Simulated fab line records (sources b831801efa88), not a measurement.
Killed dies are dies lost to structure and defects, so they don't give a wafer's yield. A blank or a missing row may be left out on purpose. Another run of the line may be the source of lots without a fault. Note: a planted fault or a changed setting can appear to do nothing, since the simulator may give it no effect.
A lot that was struck, set against a sound lot | flow sky130 | 15 out of 708 route steps
Sound: the wafers L128.4, L128.5, L128.6. The struck wafers were L122.1, L122.3, L122.5. The cause is named last.
For every step that has rows: the tool of each side, followed by ch and its chambers, followed by its first start. Under that, the readings that differ: sound wafers | struck wafers | difference of the means | sigmas: that difference in standard deviations of wafers without a fault.
alike: same words and numbers on both sides, and readings whose means sit less than 2 such deviations apart. not compared: any withheld reading, any reading some wafer has no value for, any bound like >300 that may hide the same value, and any number with overlapping values for which the record gives no deviation.
Wherever a step has rows on one side only, a row that says differs or no value, or a row with sigmas, the two part there. Non-overlapping numbers with no deviation appear without sigmas and do not part them. A reading missing from all wafers of one side parts the sides only when that side holds two or more wafers.

first, 6 steps without rows for these wafers: SKY_GATE_OXIDE_HMDS_04 (prime time 60 s); SKY_GATE_OXIDE_COAT_05 (resist thk 1140 nm); SKY_GATE_OXIDE_SOFTBAKE_06 (time 60 s); SKY_GATE_OXIDE_EXPOSE_07 (exposes mask LVOM, target cd 600 nm); SKY_GATE_OXIDE_PEB_08; SKY_GATE_OXIDE_DEVELOP_09 (develop time 60 s).
SKY_GATE_OXIDE_OVL_MEAS_10:
  sound: overlay-02 at day 20 01:02; struck: overlay-02 at day 17 13:22
  alike: GATE_OXIDE_OVL
then, 2 steps without rows for these wafers: SKY_GATE_OXIDE_IMPLANT_11; SKY_GATE_OXIDE_WET_ETCH_12 (etches SiO2 in dHF, target depth 16.8 nm, time 319.8 s).
SKY_GATE_OXIDE_STRIP_13: strips in O2/N2.
  sound on plasma-asher-04 ch 0,1, day 20 01:20; struck on plasma-asher-03 ch 0,1, day 17 13:40
  alike: drypump-motor-current-A, oes-product-au, strip-time-to-endpoint-s
  not compared: rf-hours-counter-h
SKY_GATE_OXIDE_TW_MEAS_14:
  sound: film-metro-03 at day 20 01:26; struck: film-metro-04 at day 17 13:46
  alike: GATE_OXIDE_TW
then, 1 step without rows for these wafers: SKY_GATE_OXIDE_CLEAN_15 (cleans in SC1/SC2, time 150 s).
SKY_GATE_OXIDE_OXIDATION_16: stabilise 600 s, purge 300 s, target thk 3.57 nm.
  sound on furnace-01 ch 0, day 20 01:31; struck on furnace-02 ch 0, day 17 14:08
  reading                                           | sound             | struck            | difference | sigmas
  model.SiO2_of_GATE_OXIDE_OXIDATION_01.thk-nm (nm) | 11.74 11.64 11.65 | 12.88 12.76 12.72 | +1.11      |
  alike: spike-tc-top-C
then, 1 step without rows for these wafers: SKY_POLY_GATE_CVD_00 (deposits poly-Si, target thk 180 nm, time 720 s).
-- a jump in the record: the struck wafers' starts before and after are 31 days apart (it breaks off in module POLY_GATE and resumes in module PAD_OPEN, where the first step shown is number 708 of the route) --
SKY_PAD_OPEN_PROBE_99:
  sound: prober-02 at day 50 22:26; struck: prober-01 at day 48 10:52
  reading                                  | sound                       | struck                       | difference | sigmas
  model.etest.nfet_16v.r-on-ohm-um         | 1.44e+04 1.42e+04 1.431e+04 | 1.51e+04 1.478e+04 1.495e+04 | +6.40e+02  |
  model.etest.pfet_01v8.r-on-ohm-um        | 2814 2970 2904              | 3549 3513 3466               | +613       |
  model.etest.tip-sonos.rs-ohm-sq          | 2676 2687 2670              | 2996 2982 2954               | +300       |
  model.etest.nfet_01v8.r-on-ohm-um        | 801.3 853.1 837.9           | 1185 1144 1168               | +335       |
  model.etest.pfet-g5v0d10v5.r-on-ohm-um   | 4744 4823 4822              | 5095 5033 4971               | +237       |
  model.etest.tip-p.rs-ohm-sq              | 6836 6839 6760              | 6989 7044 7000               | +199       |
  model.etest.nfet_01v8_lvt.drive-ua-um    | 585.7 555.3 562             | 380.5 386 384.1              | -184.1     |
  model.etest.nfet_01v8_turned.drive-ua-um | 519.8 495.4 501.9           | 311.7 323.5 317.3            | -188.2     |
  alike: killed_at_M0_to_M3, killed_at_M4_up, killed-at-contacts, killed-at-front-end, killed-at-other, killed-dies, killed-on-rim, killed-open, killed-short

== WHERE THEY PART ==
Nowhere in this record.

WHY: what the simulator had put in
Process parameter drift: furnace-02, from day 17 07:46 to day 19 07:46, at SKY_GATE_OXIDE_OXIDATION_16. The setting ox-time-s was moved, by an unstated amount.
